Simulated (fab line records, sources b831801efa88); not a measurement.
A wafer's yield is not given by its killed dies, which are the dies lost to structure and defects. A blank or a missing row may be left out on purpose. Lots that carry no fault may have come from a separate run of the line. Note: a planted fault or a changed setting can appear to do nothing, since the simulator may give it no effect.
Which tool did it? + flow gf180mcu + Sampling: 6 lots, 18 wafers, 2 of 602 route steps

WHAT THE GAUGES READ, wafer by wafer
GF_LVPWELL_TW_MEAS_11.
| lot  | measured    | on           | LVPWELL_TW        |
|------|-------------|--------------|-------------------|
| L379 | day 4 05:18 | filmMetro-03 | 562.8 562.6 563.5 |
| L381 | day 4 13:01 | filmMetro-02 | 568.6 566.4 565.5 |
| L391 | day 6 22:46 | filmMetro-03 | 570.6 565.7 570.2 |
| L394 | day 7 15:29 | filmMetro-01 | 565.7 564.3 564.6 |
| L397 | day 8 07:45 | filmMetro-01 | 560.9 562.4 560.0 |
| L399 | day 8 19:29 | filmMetro-02 | 566.5 565.4 562.1 |

WHICH TOOL RAN EACH LOT (tool, then ch and the chambers of the sampled wafers, then the start)
| lot  | GF_LVPWELL_IMPLANT_08          |
|------|--------------------------------|
| L379 | implanter-02 ch 0, day 4 04:54 |
| L381 | implanter-02 ch 0, day 4 12:40 |
| L391 | implanter-04 ch 0, day 6 22:25 |
| L394 | implanter-03 ch 0, day 7 15:07 |
| L397 | implanter-03 ch 0, day 8 07:23 |
| L399 | implanter-03 ch 0, day 8 19:05 |
- GF_LVPWELL_IMPLANT_08

THE ANSWER, worked out from the rows above alone
Rule: the lots themselves supply what counts as usual. The widest of any qualifying gaps counts: lots, ordered by their means at a reading, are off when they make up no more than a third of the lots, leave a main group of 4 or more, and stand apart from it by 3 or more times the standard deviation of that group's means. A main group whose means are all the same, to the digits that the tables above print for the reading, isn't used. Also off: a lot with no number at a reading for which 4 or more lots have one. All remaining lots with rows at the step are treated as sound.
No lot is off on any of the readings shown, so nothing can be concluded from this.

WHAT THE SIMULATOR HAD PUT IN
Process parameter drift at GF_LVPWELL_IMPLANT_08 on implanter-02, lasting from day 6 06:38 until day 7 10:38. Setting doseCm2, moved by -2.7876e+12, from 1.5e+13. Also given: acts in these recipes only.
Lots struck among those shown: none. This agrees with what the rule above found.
